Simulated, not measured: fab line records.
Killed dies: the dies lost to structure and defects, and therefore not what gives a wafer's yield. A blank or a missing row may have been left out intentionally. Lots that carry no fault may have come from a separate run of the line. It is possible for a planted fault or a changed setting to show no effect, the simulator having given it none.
One fault through the eyes of 2 desks || flow gf180mcu || each desk holds nothing but its own numbers, with what lay behind them at the end

## THE TOOL OWNER'S DESK: pvd sputter-04
The tool's own readings at GF_M2_SPUTTER_03 (material Ti, target thk 10 nm, time 6.7 s): means of the sampled wafers that have a number, for each lot that ran on this tool. Marked OUT: a lot whose mean sits more than 4 standard deviations from the usual mean, which makes it out of limits; the brackets give that distance.
Columns: A = throttle valve pct at GF_M2_SPUTTER_03, usual 29.9 %
{"lot": "L850", "first seen here": "day 19 23:02", "A": 30.7}
{"lot": "L853", "first seen here": "day 21 06:13", "A": 30.0}
{"lot": "L866", "first seen here": "day 26 12:09", "A": 31.4}
Finding of this desk: none of the 3 lots has anything out of limits.

## THE METROLOGY DESK
Means of the sampled wafers that have a number, per lot and without regard to the tool the lot ran on: this is what the gauges read. Marked OUT: a lot whose mean sits more than 4 standard deviations from the usual mean, which makes it out of limits; the brackets give that distance.
Columns: A = V1_W_RS at GF_V1_RS_MEAS_24, usual 0.332 ohm/sq; B = V1_W_THK at GF_V1_THK_MEAS_25, usual 350 nm
{"lot": "L844", "first seen here": "day 17 23:51", "A": 0.322, "B": 360}
{"lot": "L850", "first seen here": "day 19 22:24", "A": 0.335, "B": 346}
{"lot": "L853", "first seen here": "day 21 05:35", "A": 0.336, "B": 346}
{"lot": "L864", "first seen here": "day 26 02:59", "A": 0.329, "B": 353}
{"lot": "L866", "first seen here": "day 26 11:32", "A": 0.336, "B": 340}
Finding of this desk: none of the 5 lots has anything out of limits.

## ALL TOGETHER
Nothing out of limits was seen by the tool owner's desk.
From the metrology desk's view, nothing was out of limits.

## WHAT THE SIMULATOR PUT IN
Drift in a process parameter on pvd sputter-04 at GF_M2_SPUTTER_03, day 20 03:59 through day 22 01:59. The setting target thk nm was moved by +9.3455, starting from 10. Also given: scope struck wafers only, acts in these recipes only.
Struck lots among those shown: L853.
